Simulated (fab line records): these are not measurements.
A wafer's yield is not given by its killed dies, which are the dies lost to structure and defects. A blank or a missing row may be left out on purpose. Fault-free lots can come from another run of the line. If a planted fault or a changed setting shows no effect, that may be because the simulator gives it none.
The tool behind it: which one? / flow gf180mcu / 18 wafers from 6 lots sampled at 2 of the route's 602 steps

WHAT EACH GAUGE READ, for each wafer
GF_LVPWELL_OVL_MEAS_07.
lot=L751; measured=day 4 08:35; on=overlay-01; LVPWELL_OVL (nm)=-0.4 0.5 -1.3
lot=L756; measured=day 5 12:53; on=overlay-02; LVPWELL_OVL (nm)=- - -
lot=L759; measured=day 6 06:24; on=overlay-01; LVPWELL_OVL (nm)=-1.5 -1.3 -2.5
lot=L764; measured=day 7 11:05; on=overlay-02; LVPWELL_OVL (nm)=-1.5 -3.4 -2.7
lot=L767; measured=day 8 02:53; on=overlay-02; LVPWELL_OVL (nm)=0.8 0.3 0.9
lot=L769; measured=day 8 14:47; on=overlay-02; LVPWELL_OVL (nm)=0.4 0.5 0.6

TOOL THAT RAN EACH LOT (tool first, then ch and the chambers of the sampled wafers, then the start)
lot=L751; GF_LVPWELL_EXPOSE_04=ilineStepper-02 ch 0, day 4 02:01
lot=L756; GF_LVPWELL_EXPOSE_04=ilineStepper-02 ch 0, day 5 05:54
lot=L759; GF_LVPWELL_EXPOSE_04=ilineStepper-01 ch 0, day 5 23:05
lot=L764; GF_LVPWELL_EXPOSE_04=ilineStepper-02 ch 0, day 7 03:13
lot=L767; GF_LVPWELL_EXPOSE_04=ilineStepper-02 ch 0, day 7 18:49
lot=L769; GF_LVPWELL_EXPOSE_04=ilineStepper-01 ch 0, day 8 06:14
- GF_LVPWELL_EXPOSE_04: exposes mask LVPWELL, target cd 600 nm.

THE ANSWER, worked out from the rows above alone
Rule: the usual values come from the lots themselves. Put in order of their means at a reading, lots are off if they are a third of the lots or fewer, leave a main group of 4 or more, and stand apart from it by a gap of 3 or more times the standard deviation of the main group's means; of several such gaps the widest counts. The tables above print the reading to a certain number of digits; a main group whose means all agree to those digits is not used. A lot without any number at a reading at which 4 lots or more have one is off too. All remaining lots with rows at the step are treated as sound.
Off: L756, at GF_LVPWELL_OVL_MEAS_07 (LVPWELL_OVL). Without a number there: L756. For the main group the mean is -0.7 nm and the standard deviation 1.3.
A tool fits if, at a process step before that reading, it ran every lot that is off, and no sound lot after the first of them. Gauges at GF_LVPWELL_OVL_MEAS_07: tried the same way as those tools. None of those tried fits.

WHAT HAD BEEN PUT IN BY THE SIMULATOR
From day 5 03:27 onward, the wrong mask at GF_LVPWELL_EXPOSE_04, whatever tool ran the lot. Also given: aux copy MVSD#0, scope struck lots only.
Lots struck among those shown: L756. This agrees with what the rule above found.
